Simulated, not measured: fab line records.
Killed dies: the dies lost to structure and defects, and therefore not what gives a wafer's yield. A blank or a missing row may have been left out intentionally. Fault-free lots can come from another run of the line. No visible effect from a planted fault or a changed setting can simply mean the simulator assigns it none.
Struck lot and sound lot, side by side    flow sky130    27 steps out of a route of 708
Sound: wafers L516.2, L516.4, L516.5. The struck wafers were L521.2, L521.4, L521.5. Last of all comes the cause.
Each step with rows lists, per side, the tool, then ch with its chambers, then its first start. Under that, the readings that differ: sound wafers    struck wafers    difference of the means    sigmas: that difference in standard deviations of wafers without a fault.
alike: same words and numbers on both sides, and readings whose means sit less than 2 such deviations apart. not compared: any withheld reading, any reading some wafer has no value for, any bound like >300 that may hide the same value, and any number with overlapping values for which the record gives no deviation.
The two part at a step that has a row with sigmas, a row that says differs or no value, or rows on one side only. Numbers that have no deviation but don't overlap get no sigmas and don't part them. A reading missing from all wafers of one side parts the sides only when that side holds two or more wafers.

first, 3 steps without rows for these wafers: SKY_LDD_N_EXPOSE_04 (exposes mask NTM, target cd 840 nm); SKY_LDD_N_PEB_05; SKY_LDD_N_DEVELOP_06 (develop time 60 s).
SKY_LDD_N_OVL_MEAS_07:
  struck on overlay-01, day 20 13:39; sound on overlay-02, day 18 05:12
  alike: LDD_N_OVL
then, 8 steps without rows for these wafers: SKY_LDD_N_IMPLANT_08; SKY_LDD_N_IMPLANT_09; SKY_LDD_N_IMPLANT_10; SKY_LDD_N_IMPLANT_11; SKY_LDD_N_IMPLANT_12; SKY_LDD_N_IMPLANT_13; SKY_LDD_N_IMPLANT_14; SKY_LDD_N_IMPLANT_15.
SKY_LDD_N_STRIP_16: strips in O2/N2.
  sound on plasmaAsher-02 ch 0,1, day 18 06:26; struck on plasmaAsher-01 ch 0,1, day 20 14:53
  no value came back on the struck wafers for chamberPressureMTorr (mTorr), drypumpMotorCurrentA (A), oesProductAu (a.u.), stripTimeToEndpointS (s); on the sound wafers chamberPressureMTorr (mTorr) reads 1500.6 1498.0 1500.0
reading                                    sound  struck             difference  sigmas
model.NOVOLAK_of_LDD_N_COAT_02.thkNm (nm)  0 0 0  300.7 301.4 301.2  +301.1      
  not compared: rfHoursCounterH
SKY_LDD_N_TW_MEAS_17:
  struck on filmMetro-03, day 20 14:59; sound on filmMetro-02, day 18 06:32
  alike: LDD_N_TW
then, 7 steps without rows for these wafers: SKY_LDD_P_DEHYDRATE_00 (time 60 s); SKY_LDD_P_HMDS_01 (prime time 60 s); SKY_LDD_P_COAT_02 (resist thk 1140 nm); SKY_LDD_P_SOFTBAKE_03 (time 60 s); SKY_LDD_P_EXPOSE_04 (exposes mask PSDM, target cd 380 nm); SKY_LDD_P_PEB_05; SKY_LDD_P_DEVELOP_06 (develop time 60 s).
SKY_LDD_P_CD_MEAS_07: target cd 380 nm.
  struck on cdSem-01, day 21 20:38; sound on cdSem-02, day 19 12:56
  alike: cdNm
SKY_LDD_P_OVL_MEAS_08:
  struck on overlay-02, day 21 20:44; sound on overlay-01, day 19 13:02
  alike: LDD_P_OVL
following that, these wafers have no rows for 1 step: SKY_LDD_P_IMPLANT_09.
SKY_LDD_P_STRIP_10: strips in O2/N2.
  sound on plasmaAsher-04 ch 0, day 19 13:13; struck on plasmaAsher-03 ch 0,1, day 21 20:55
reading                   sound              struck             difference  sigmas
stripTimeToEndpointS (s)  14.22 14.23 14.20  18.73 18.78 18.78  +4.55       +99 or more
  alike: chamberPressureMTorr, drypumpMotorCurrentA, oesProductAu
  not compared: rfHoursCounterH
SKY_LDD_P_TW_MEAS_11:
  struck on filmMetro-03, day 21 21:02; sound on filmMetro-02, day 19 13:20
reading   sound        struck    difference  sigmas
LDD_P_TW  643 644 642  30 31 30  -613        -99 or more
then, 1 step without rows for these wafers: SKY_LDD_HVN_DEHYDRATE_00 (time 60 s).

## WHERE THEY PART
First at SKY_LDD_N_STRIP_16; last, within this record, at SKY_LDD_P_TW_MEAS_11.

WHY: what the simulator had put in
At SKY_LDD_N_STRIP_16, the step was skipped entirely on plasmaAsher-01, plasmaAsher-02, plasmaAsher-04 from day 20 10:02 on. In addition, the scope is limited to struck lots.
